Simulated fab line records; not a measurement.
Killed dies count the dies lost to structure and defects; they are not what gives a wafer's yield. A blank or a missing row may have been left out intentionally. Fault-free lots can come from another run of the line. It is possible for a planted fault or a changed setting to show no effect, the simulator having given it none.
2 desks looking at one fault    flow gf180mcu    each desk holds nothing but its own numbers, with what lay behind them at the end

## TOOL OWNER'S DESK, cmp-02
The tool's own readings at GF_V4_CMP_26 (polishes, stops on SiO2, t overpolish 15 s, target thk 0 nm): means of the sampled wafers that have a number, for each lot that ran on this tool. The brackets show how far a lot's mean lies from the usual mean; more than 4 standard deviations puts the lot out of limits, marked OUT.
Columns: A = head_pressure_psi at GF_V4_CMP_26, usual 3.499 psi; B = motor_current_A at GF_V4_CMP_26, usual 11.5 A; C = overpolish_run_s at GF_V4_CMP_26, usual 15.000 s; D = time_to_endpoint_s at GF_V4_CMP_26, usual 83 s
lot   first seen here  A      B     C                         D
L764  day 25 00:07     3.496  10.3  15.004                    85
L765  day 25 06:13     3.497  10.1  14.999                    85
L768  day 26 09:16     3.501  10.8  10.010 (-99 or more) OUT  99
L776  day 29 03:22     3.496  10.4  15.004                    84
L778  day 29 15:40     3.500  10.6  15.000                    77
L783  day 31 03:37     3.498  10.5  14.999                    82
L784  day 31 07:53     3.508  10.5  15.002                    82
This desk's verdict: out of limits on L768, starting with L768 at day 26 09:16 (overpolish_run_s at GF_V4_CMP_26). In limits: L764, L765, L776, L778, L783, L784.

## THE METROLOGY DESK
What the gauges read, lot by lot, whatever tool the lot ran on: means of the sampled wafers that have a number. The brackets show how far a lot's mean lies from the usual mean; more than 4 standard deviations puts the lot out of limits, marked OUT.
Columns: A = cd_nm at GF_M5_CD_MEAS_07, usual 280.3 nm
lot   first seen here  A
L762  day 26 00:15     279.6
L764  day 26 18:19     280.7
L765  day 27 00:48     279.7
L768  day 28 02:10     277.8
L775  day 30 12:45     280.3
L776  day 30 17:18     280.4
L777  day 31 00:41     281.2
L778  day 31 04:02     280.5
L780  day 31 19:15     279.8
L781  day 32 04:24     280.3
L783  day 32 14:19     280.9
L784  day 32 18:29     281.5
L785  day 32 21:48     281.1
This desk's finding: nothing out of limits on any of the 13 lots.

## BROUGHT TOGETHER
On L768, at day 26 09:16, an alarm was possible from the tool owner's desk.
From the metrology desk's view, nothing was out of limits.
The metrology desk has L768 on record, within its limits.
Every lot named ran GF_V4_CMP_26 on cmp-02.

## WHAT THE SIMULATOR PUT IN
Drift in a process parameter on cmp-02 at GF_V4_CMP_26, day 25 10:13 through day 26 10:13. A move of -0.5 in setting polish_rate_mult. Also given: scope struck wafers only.
Struck lots among those shown: L768.
How many hours passed from the start of the fault until each desk's first out-of-limits reading: the tool owner's desk, 23.
